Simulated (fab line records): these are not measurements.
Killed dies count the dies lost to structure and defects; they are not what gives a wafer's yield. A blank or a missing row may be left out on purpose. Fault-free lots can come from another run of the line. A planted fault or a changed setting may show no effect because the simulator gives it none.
What tool caused it? || flow gf180mcu || 12 lots with 36 wafers sampled at 4 steps, on a route of 602 steps

WHAT EACH GAUGE READ, for each wafer
GF_NWELL_TW_MEAS_11.
{"lot": "L625", "measured": "day 3 07:20", "on": "film-metro-04", "NWELL_TW": "1571 1575 1563"}
{"lot": "L627", "measured": "day 3 19:28", "on": "film-metro-04", "NWELL_TW": "1567 1571 1572"}
{"lot": "L630", "measured": "day 4 10:35", "on": "film-metro-02", "NWELL_TW": "1557 1550 1551"}
{"lot": "L631", "measured": "day 4 16:50", "on": "film-metro-03", "NWELL_TW": "1551 1554 1551"}
{"lot": "L632", "measured": "day 4 20:04", "on": "film-metro-04", "NWELL_TW": "1574 1570 1569"}
{"lot": "L634", "measured": "day 5 09:26", "on": "film-metro-02", "NWELL_TW": "1541 1548 1547"}
{"lot": "L635", "measured": "day 5 13:22", "on": "film-metro-02", "NWELL_TW": "1555 1564 1562"}
{"lot": "L637", "measured": "day 6 00:34", "on": "film-metro-03", "NWELL_TW": "1561 1558 1573"}
{"lot": "L639", "measured": "day 6 11:17", "on": "film-metro-03", "NWELL_TW": "2757 2775 2769"}
{"lot": "L640", "measured": "day 6 18:00", "on": "film-metro-04", "NWELL_TW": "1560 1555 1553"}
{"lot": "L642", "measured": "day 7 04:17", "on": "film-metro-02", "NWELL_TW": "2727 2721 2715"}
{"lot": "L648", "measured": "day 8 15:08", "on": "film-metro-04", "NWELL_TW": "1576 1576 1578"}

GF_VT_IMPLANT_RS_MEAS_47: the measuring method here is four-point-probe.
{"lot": "L625", "measured": "day 7 10:29", "on": "film-metro-03", "NWELL_RS (ohm/sq)": "487.8 487.9 490.2"}
{"lot": "L627", "measured": "day 8 00:50", "on": "film-metro-03", "NWELL_RS (ohm/sq)": "486.1 483.4 484.9"}
{"lot": "L630", "measured": "day 8 19:17", "on": "film-metro-03", "NWELL_RS (ohm/sq)": "488.7 488.7 488.0"}
{"lot": "L631", "measured": "day 9 02:58", "on": "film-metro-04", "NWELL_RS (ohm/sq)": "489.6 489.0 489.4"}
{"lot": "L632", "measured": "day 9 07:38", "on": "film-metro-04", "NWELL_RS (ohm/sq)": "489.4 487.9 487.6"}
{"lot": "L634", "measured": "day 9 22:08", "on": "film-metro-04", "NWELL_RS (ohm/sq)": "486.3 488.9 488.5"}
{"lot": "L635", "measured": "day 10 03:50", "on": "film-metro-03", "NWELL_RS (ohm/sq)": "488.1 489.6 489.2"}
{"lot": "L637", "measured": "day 10 17:41", "on": "film-metro-04", "NWELL_RS (ohm/sq)": "489.6 490.4 489.0"}
{"lot": "L639", "measured": "day 11 04:53", "on": "film-metro-03", "NWELL_RS (ohm/sq)": "207.4 207.4 207.6"}
{"lot": "L640", "measured": "day 11 15:07", "on": "film-metro-04", "NWELL_RS (ohm/sq)": "487.4 487.6 487.6"}
{"lot": "L642", "measured": "day 12 04:52", "on": "film-metro-04", "NWELL_RS (ohm/sq)": "207.8 207.8 207.7"}
{"lot": "L648", "measured": "day 14 01:42", "on": "film-metro-02", "NWELL_RS (ohm/sq)": "484.5 484.7 485.9"}

EACH LOT AND THE TOOL THAT RAN IT (in order: tool; ch and the chambers of the sampled wafers; start)
{"lot": "L625", "GF_STI_ETCH_13": "rie-diel-03 ch 1,2,3, day 2 02:09", "GF_NWELL_IMPLANT_08": "implanter-04 ch 0, day 3 06:56"}
{"lot": "L627", "GF_STI_ETCH_13": "rie-diel-03 ch 1,2,3, day 2 12:47", "GF_NWELL_IMPLANT_08": "implanter-02 ch 0, day 3 19:04"}
{"lot": "L630", "GF_STI_ETCH_13": "rie-diel-01 ch 0,2,3, day 3 02:40", "GF_NWELL_IMPLANT_08": "implanter-02 ch 0, day 4 10:11"}
{"lot": "L631", "GF_STI_ETCH_13": "rie-diel-03 ch 0,2,3, day 3 09:04", "GF_NWELL_IMPLANT_08": "implanter-02 ch 0, day 4 16:28"}
{"lot": "L632", "GF_STI_ETCH_13": "rie-diel-03 ch 0,2, day 3 13:33", "GF_NWELL_IMPLANT_08": "implanter-04 ch 0, day 4 19:40"}
{"lot": "L634", "GF_STI_ETCH_13": "rie-diel-03 ch 0,1,3, day 3 23:49", "GF_NWELL_IMPLANT_08": "implanter-01 ch 0, day 5 09:02"}
{"lot": "L635", "GF_STI_ETCH_13": "rie-diel-02 ch 1,2,3, day 4 04:48", "GF_NWELL_IMPLANT_08": "implanter-01 ch 0, day 5 12:58"}
{"lot": "L637", "GF_STI_ETCH_13": "rie-diel-02 ch 0,1,2, day 4 14:56", "GF_NWELL_IMPLANT_08": "implanter-01 ch 0, day 6 00:10"}
{"lot": "L639", "GF_STI_ETCH_13": "rie-diel-02 ch 0,1, day 5 01:33", "GF_NWELL_IMPLANT_08": "implanter-01 ch 0, day 6 10:53"}
{"lot": "L640", "GF_STI_ETCH_13": "rie-diel-01 ch 0,1,3, day 5 07:30", "GF_NWELL_IMPLANT_08": "implanter-02 ch 0, day 6 17:37"}
{"lot": "L642", "GF_STI_ETCH_13": "rie-diel-01 ch 1,2,3, day 5 17:13", "GF_NWELL_IMPLANT_08": "implanter-01 ch 0, day 7 03:53"}
{"lot": "L648", "GF_STI_ETCH_13": "rie-diel-01 ch 0,2,3, day 7 00:08", "GF_NWELL_IMPLANT_08": "implanter-02 ch 0, day 8 14:44"}
- GF_STI_ETCH_13: etches the open film in CHF3/O2, stops on Si, target depth 282.31 nm, time 112.9 s.
- GF_NWELL_IMPLANT_08

AS READ BY THE TOOLS THEMSELVES (means over the sampled wafers that have a number; for cases with no such wafer, the mark the record gives instead)
GF_STI_ETCH_13.
{"lot": "L625", "tool": "rie-diel-03", "drypump-motor-current-A (A)": 6.1, "oes-product-au (a.u.)": 0.828, "throttle-valve-pct (%)": 8.805}
{"lot": "L627", "tool": "rie-diel-03", "drypump-motor-current-A (A)": 6.1, "oes-product-au (a.u.)": 0.835, "throttle-valve-pct (%)": 8.817}
{"lot": "L630", "tool": "rie-diel-01", "drypump-motor-current-A (A)": 5.8, "oes-product-au (a.u.)": 0.832, "throttle-valve-pct (%)": 8.806}
{"lot": "L631", "tool": "rie-diel-03", "drypump-motor-current-A (A)": 5.7, "oes-product-au (a.u.)": 0.839, "throttle-valve-pct (%)": 8.805}
{"lot": "L632", "tool": "rie-diel-03", "drypump-motor-current-A (A)": 5.6, "oes-product-au (a.u.)": 0.825, "throttle-valve-pct (%)": 8.811}
{"lot": "L634", "tool": "rie-diel-03", "drypump-motor-current-A (A)": 5.9, "oes-product-au (a.u.)": 0.831, "throttle-valve-pct (%)": 8.807}
{"lot": "L635", "tool": "rie-diel-02", "drypump-motor-current-A (A)": 5.1, "oes-product-au (a.u.)": 0.830, "throttle-valve-pct (%)": 8.819}
{"lot": "L637", "tool": "rie-diel-02", "drypump-motor-current-A (A)": 5.0, "oes-product-au (a.u.)": 0.838, "throttle-valve-pct (%)": 8.809}
{"lot": "L639", "tool": "rie-diel-02", "drypump-motor-current-A (A)": 4.9, "oes-product-au (a.u.)": 0.837, "throttle-valve-pct (%)": 8.804}
{"lot": "L640", "tool": "rie-diel-01", "drypump-motor-current-A (A)": 5.7, "oes-product-au (a.u.)": 0.826, "throttle-valve-pct (%)": 8.811}
{"lot": "L642", "tool": "rie-diel-01", "drypump-motor-current-A (A)": 5.5, "oes-product-au (a.u.)": 0.835, "throttle-valve-pct (%)": 8.815}
{"lot": "L648", "tool": "rie-diel-01", "drypump-motor-current-A (A)": 5.8, "oes-product-au (a.u.)": 0.834, "throttle-valve-pct (%)": 8.810}

GF_NWELL_IMPLANT_08.
{"lot": "L625", "tool": "implanter-04", "beam-on-s (s)": 10.21, "dose-ions-cm2": 1.4987e+13, "faraday-current-uA": 82.7}
{"lot": "L627", "tool": "implanter-02", "beam-on-s (s)": 9.99, "dose-ions-cm2": 1.5015e+13, "faraday-current-uA": 84.7}
{"lot": "L630", "tool": "implanter-02", "beam-on-s (s)": 10.00, "dose-ions-cm2": 1.5021e+13, "faraday-current-uA": 84.7}
{"lot": "L631", "tool": "implanter-02", "beam-on-s (s)": 9.95, "dose-ions-cm2": 1.5015e+13, "faraday-current-uA": 85.0}
{"lot": "L632", "tool": "implanter-04", "beam-on-s (s)": 9.90, "dose-ions-cm2": 1.4979e+13, "faraday-current-uA": 85.4}
{"lot": "L634", "tool": "implanter-01", "beam-on-s (s)": 10.03, "dose-ions-cm2": 1.5000e+13, "faraday-current-uA": 84.3}
{"lot": "L635", "tool": "implanter-01", "beam-on-s (s)": 9.90, "dose-ions-cm2": 1.5004e+13, "faraday-current-uA": 85.4}
{"lot": "L637", "tool": "implanter-01", "beam-on-s (s)": 10.24, "dose-ions-cm2": 1.4996e+13, "faraday-current-uA": 82.6}
{"lot": "L639", "tool": "implanter-01", "beam-on-s (s)": 46.65, "dose-ions-cm2": 9.9820e+13, "faraday-current-uA": 120.5}
{"lot": "L640", "tool": "implanter-02", "beam-on-s (s)": 10.06, "dose-ions-cm2": 1.4983e+13, "faraday-current-uA": 84.0}
{"lot": "L642", "tool": "implanter-01", "beam-on-s (s)": 46.19, "dose-ions-cm2": 9.9850e+13, "faraday-current-uA": 121.7}
{"lot": "L648", "tool": "implanter-02", "beam-on-s (s)": 10.11, "dose-ions-cm2": 1.5030e+13, "faraday-current-uA": 83.6}

THE ANSWER, worked out from the rows above alone
Rule: usual is defined by the lots themselves. Put in order of their means at a reading, lots are off if they are a third of the lots or fewer, leave a main group of 4 or more, and stand apart from it by a gap of 3 or more times the standard deviation of the main group's means; of several such gaps the widest counts. A main group is skipped when, at the precision printed for the reading in the tables above, its means are all equal. A lot without any number at a reading at which 4 lots or more have one is off too. Any other lot the step has rows for is counted as sound. After the gauges, taken in route order, come the tools' own readings; for these a lot's mean is taken, as printed above. At the first step where some lot is off, the reading lying furthest off is the one used; lots without a number count as furthest.
Off: at GF_NWELL_TW_MEAS_11 (NWELL_TW), L639, L642. The main group has a mean of 1562 with a standard deviation of 9.6.
If a tool, at a process step before that reading, ran all the lots that are off and no sound lot after the first of them, it fits. The gauges at GF_NWELL_TW_MEAS_11 aren't tried: what is off there is off at GF_NWELL_IMPLANT_08 too, on other tools, and a gauge's error can't cause that. One fits: implanter-01 at GF_NWELL_IMPLANT_08. A fault onset in the window from L637 (day 6 00:10, its last sound lot) to L639 (day 6 10:53, its first lot off) fits.
The tool's own readings at GF_NWELL_IMPLANT_08 bear it out: on the lots that are off they differ by more than 5 times the standard deviation of the sound lots' means. beam-on-s reads 46.42 s there against 10.04 s on the sound lots; dose-ions-cm2 reads 9.9835e+13 there against 1.5003e+13 on the sound lots; faraday-current-uA reads 121.1 there against 84.2 on the sound lots.

WHAT WAS PUT IN BY THE SIMULATOR
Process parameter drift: implanter-01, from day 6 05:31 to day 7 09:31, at GF_NWELL_IMPLANT_08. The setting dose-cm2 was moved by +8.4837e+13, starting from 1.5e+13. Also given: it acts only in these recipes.
Struck lots among those shown: L639, L642. This agrees with what the rule above found.
